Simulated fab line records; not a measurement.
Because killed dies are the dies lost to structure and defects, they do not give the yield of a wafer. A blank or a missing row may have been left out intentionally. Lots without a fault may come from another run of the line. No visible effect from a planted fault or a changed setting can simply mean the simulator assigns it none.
Which tool was responsible? / flow sky130 / route of 708 steps, sampled at 1 step: 7 lots, 21 wafers

WHAT THE GAUGES SHOWED, per wafer
SKY_SONOS_ONO_THK_MEAS_05.
lot=L588; measured=day 12 09:16; on=film metro-03; SONOS_ONO_CVD_04_THK (nm)=5.65 5.68 5.76
lot=L591; measured=day 14 13:42; on=film metro-04; SONOS_ONO_CVD_04_THK (nm)=5.65 5.65 5.64
lot=L594; measured=day 15 06:16; on=film metro-03; SONOS_ONO_CVD_04_THK (nm)=5.73 5.70 5.70
lot=L599; measured=day 16 12:07; on=film metro-03; SONOS_ONO_CVD_04_THK (nm)=5.59 5.68 5.64
lot=L602; measured=day 17 09:40; on=film metro-03; SONOS_ONO_CVD_04_THK (nm)=5.74 5.80 5.86
lot=L605; measured=day 18 10:19; on=film metro-01; SONOS_ONO_CVD_04_THK (nm)=5.77 5.83 5.75
lot=L608; measured=day 19 00:59; on=film metro-03; SONOS_ONO_CVD_04_THK (nm)=5.85 5.76 5.77

EACH LOT AND THE TOOL THAT RAN IT (in order: tool; ch and the chambers of the sampled wafers; start)
Before these readings, the record contains no process step.

THE ANSWER, worked out from the rows above alone
Rule: the usual values come from the lots themselves. The widest of any qualifying gaps counts: lots, ordered by their means at a reading, are off when they make up no more than a third of the lots, leave a main group of 4 or more, and stand apart from it by 3 or more times the standard deviation of that group's means. A main group is skipped when, at the precision printed for the reading in the tables above, its means are all equal. A lot without any number at a reading at which 4 lots or more have one is off too. The other lots that the step has rows for count as sound.
No lot is off at any reading shown: from this, nothing can be told.

WHAT THE SIMULATOR PUT IN
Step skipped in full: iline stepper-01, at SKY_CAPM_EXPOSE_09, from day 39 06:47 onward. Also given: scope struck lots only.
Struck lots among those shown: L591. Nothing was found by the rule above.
